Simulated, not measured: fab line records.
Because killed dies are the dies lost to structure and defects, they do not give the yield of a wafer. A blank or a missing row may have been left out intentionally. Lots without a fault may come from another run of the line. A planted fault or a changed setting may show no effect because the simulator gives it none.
Which tool did it? | flow gf180mcu | 14 lots, 42 wafers sampled, at 5 steps of a route of 602

## WHAT THE GAUGES SHOWED, per wafer
GF_STI_THK_MEAS_24. Usual: STI_CVD_23_THK 651 nm, standard deviation 8.1.
lot  | measured    | on           | STI_CVD_23_THK (nm) | flag
L400 | day 2 04:45 | filmMetro-01 | 655 643 639         | 
L401 | day 2 10:38 | filmMetro-02 | 653 657 654         | 
L403 | day 2 22:12 | filmMetro-02 | 635 647 639         | 
L405 | day 3 06:23 | filmMetro-02 | 655 649 660         | 
L406 | day 3 11:38 | filmMetro-01 | 640 647 642         | 
L408 | day 3 20:24 | filmMetro-01 | 649 663 648         | 
L409 | day 4 02:20 | filmMetro-04 | 654 662 645         | 
L413 | day 4 21:50 | filmMetro-01 | 661 656 656         | 
L414 | day 5 03:14 | filmMetro-01 | 653 647 646         | 
L419 | day 6 05:35 | filmMetro-01 | 657 643 653         | 
L420 | day 6 10:32 | filmMetro-04 | 655 663 667         | 
L421 | day 6 15:28 | filmMetro-01 | 657 659 661         | 
L422 | day 6 19:29 | filmMetro-04 | 655 652 646         | 
L423 | day 7 03:11 | filmMetro-01 | 651 651 640         | 

GF_HV_LDD_RS_MEAS_53: uses a four-point probe to measure. Usual: HV_LDD_RS 418.7 ohm/sq, standard deviation 1.2.
lot  | measured     | on           | HV_LDD_RS (ohm/sq) | flag
L400 | day 12 11:10 | filmMetro-03 | 418.4 418.1 416.6  | 
L401 | day 12 18:19 | filmMetro-02 | 418.6 418.4 418.2  | 
L403 | day 13 15:30 | filmMetro-04 | 419.6 418.4 418.0  | 
L405 | day 14 05:40 | filmMetro-04 | 419.7 420.8 419.9  | 
L406 | day 14 04:55 | filmMetro-04 | 421.3 419.8 420.9  | 
L408 | day 15 03:52 | filmMetro-02 | 416.4 417.8 417.9  | 
L409 | day 15 09:02 | filmMetro-03 | 419.2 419.8 421.1  | 
L413 | day 16 13:58 | filmMetro-04 | 372.9 373.2 372.7  | OFF
L414 | day 16 23:41 | filmMetro-04 | 374.2 374.4 373.7  | OFF
L419 | day 18 16:05 | filmMetro-02 | 416.7 418.2 416.9  | 
L420 | day 19 06:58 | filmMetro-02 | 416.4 417.9 417.2  | 
L421 | day 19 11:07 | filmMetro-02 | 418.5 418.6 419.3  | 
L422 | day 19 14:14 | filmMetro-02 | 418.0 417.7 418.5  | 
L423 | day 20 03:32 | filmMetro-03 | 420.2 419.8 418.9  | 

GF_V2_THK_MEAS_01. Usual: V2_CVD_00_THK 598 nm, standard deviation 6.3.
lot  | measured     | on           | V2_CVD_00_THK (nm) | flag
L400 | day 19 07:01 | filmMetro-04 | 594 594 594        | 
L401 | day 19 15:52 | filmMetro-02 | 603 595 602        | 
L403 | day 20 17:14 | filmMetro-02 | 591 583 591        | 
L405 | day 21 11:56 | filmMetro-03 | 600 597 598        | 
L406 | day 21 11:26 | filmMetro-02 | 601 595 591        | 
L408 | day 22 11:16 | filmMetro-04 | 603 588 598        | 
L409 | day 22 16:43 | filmMetro-03 | 597 599 599        | 
L413 | day 23 22:02 | filmMetro-02 | 592 586 597        | 
L414 | day 24 04:40 | filmMetro-04 | 599 595 605        | 
L419 | day 25 21:31 | filmMetro-04 | 596 601 600        | 
L420 | day 26 09:15 | filmMetro-04 | 585 593 595        | 
L421 | day 26 12:13 | filmMetro-02 | 600 600 600        | 
L422 | day 26 14:20 | filmMetro-04 | 601 592 598        | 
L423 | day 27 01:56 | filmMetro-03 | 601 605 603        | 

GF_V2_CD_MEAS_14 targets a cd of 260 nm. Usual: cdNm at 260.3 nm, with a standard deviation of 1.3.
lot  | measured     | on       | cdNm (nm)         | flag
L400 | day 20 08:01 | cdSem-02 | 261.5 262.3 262.1 | 
L401 | day 20 16:49 | cdSem-02 | 258.3 257.8 258.9 | 
L403 | day 21 17:01 | cdSem-02 | 260.3 260.3 260.3 | 
L405 | day 22 11:59 | cdSem-02 | 260.4 260.3 260.0 | 
L406 | day 22 11:31 | cdSem-01 | 260.8 260.8 260.7 | 
L408 | day 23 10:31 | cdSem-02 | 260.7 260.3 261.4 | 
L409 | day 23 15:33 | cdSem-01 | 262.3 262.0 262.6 | 
L413 | day 24 20:23 | cdSem-02 | 257.7 258.4 258.6 | 
L414 | day 25 02:16 | cdSem-02 | 258.2 257.8 257.4 | 
L419 | day 26 18:46 | cdSem-02 | 261.8 262.4 262.5 | 
L420 | day 27 06:13 | cdSem-02 | 259.2 259.4 258.8 | 
L421 | day 27 09:32 | cdSem-01 | 262.8 262.3 261.7 | 
L422 | day 27 11:48 | cdSem-02 | 261.4 261.1 261.7 | 
L423 | day 27 23:05 | cdSem-02 | 261.9 261.0 260.0 | 

## WHAT TOOL EACH LOT RAN ON (gives the tool, then ch and the chambers of the sampled wafers, and finally the start)
lot  | GF_HV_LDD_IMPLANT_34
L400 | implanter-03 ch 0, day 11 15:02
L401 | implanter-04 ch 0, day 11 22:15
L403 | implanter-03 ch 0, day 12 19:21
L405 | implanter-03 ch 0, day 13 08:17
L406 | implanter-02 ch 0, day 13 07:51
L408 | implanter-04 ch 0, day 14 06:11
L409 | implanter-03 ch 0, day 14 10:54
L413 | implanter-03 ch 0, day 15 15:17
L414 | implanter-03 ch 0, day 16 00:04
L419 | implanter-04 ch 0, day 17 15:26
L420 | implanter-03 ch 0, day 18 06:32
L421 | implanter-02 ch 0, day 18 10:11
L422 | implanter-03 ch 0, day 18 12:43
L423 | implanter-04 ch 0, day 19 02:24
- GF_HV_LDD_IMPLANT_34

## AS READ BY THE TOOLS THEMSELVES (means over the sampled wafers that have a number; for cases with no such wafer, the mark the record gives instead)
GF_HV_LDD_IMPLANT_34. Usual: rotationDeg 89.998 degrees, standard deviation 0.026; tiltDeg 29.998 degrees, standard deviation 0.02.
lot  | tool         | rotationDeg (degrees) | tiltDeg (degrees) | flag
L400 | implanter-03 | 89.984                | 29.995            | 
L401 | implanter-04 | 89.998                | 29.973            | 
L403 | implanter-03 | 90.015                | 29.974            | 
L405 | implanter-03 | 89.987                | 30.008            | 
L406 | implanter-02 | 89.999                | 30.008            | 
L408 | implanter-04 | 89.982                | 30.007            | 
L409 | implanter-03 | 89.993                | 30.003            | 
L413 | implanter-03 | 90.008                | -0.002            | OFF
L414 | implanter-03 | 90.012                | -0.015            | OFF
L419 | implanter-04 | 90.000                | 30.011            | 
L420 | implanter-03 | 90.000                | 29.988            | 
L421 | implanter-02 | 89.985                | 30.009            | 
L422 | implanter-03 | 90.013                | 29.990            | 
L423 | implanter-04 | 90.012                | 30.009            | 

## THE ANSWER, worked out from the rows above alone
Rule: take the mean of a lot's wafers that have a number; if it is more than 3 standard deviations from the usual mean, the lot is off. Also off: a lot with no number at a reading for which 4 or more lots have one. Any other lot the step has rows for is counted as sound. After the gauges, taken in route order, come the tools' own readings; for these a lot's mean is taken, as printed above. The first step at which some lot is off is used, and at that step the reading that is off furthest; a lot without a number counts as furthest.
Off: L413, L414, at GF_HV_LDD_RS_MEAS_53 (HV_LDD_RS).
If a tool, at a process step before that reading, ran all the lots that are off and no sound lot after the first of them, it fits. The gauges at GF_HV_LDD_RS_MEAS_53 aren't tried: what is off there is off at GF_HV_LDD_IMPLANT_34 too, on other tools, and a gauge's error can't cause that. No candidate that was tried fits.

## WHAT THE SIMULATOR PUT IN
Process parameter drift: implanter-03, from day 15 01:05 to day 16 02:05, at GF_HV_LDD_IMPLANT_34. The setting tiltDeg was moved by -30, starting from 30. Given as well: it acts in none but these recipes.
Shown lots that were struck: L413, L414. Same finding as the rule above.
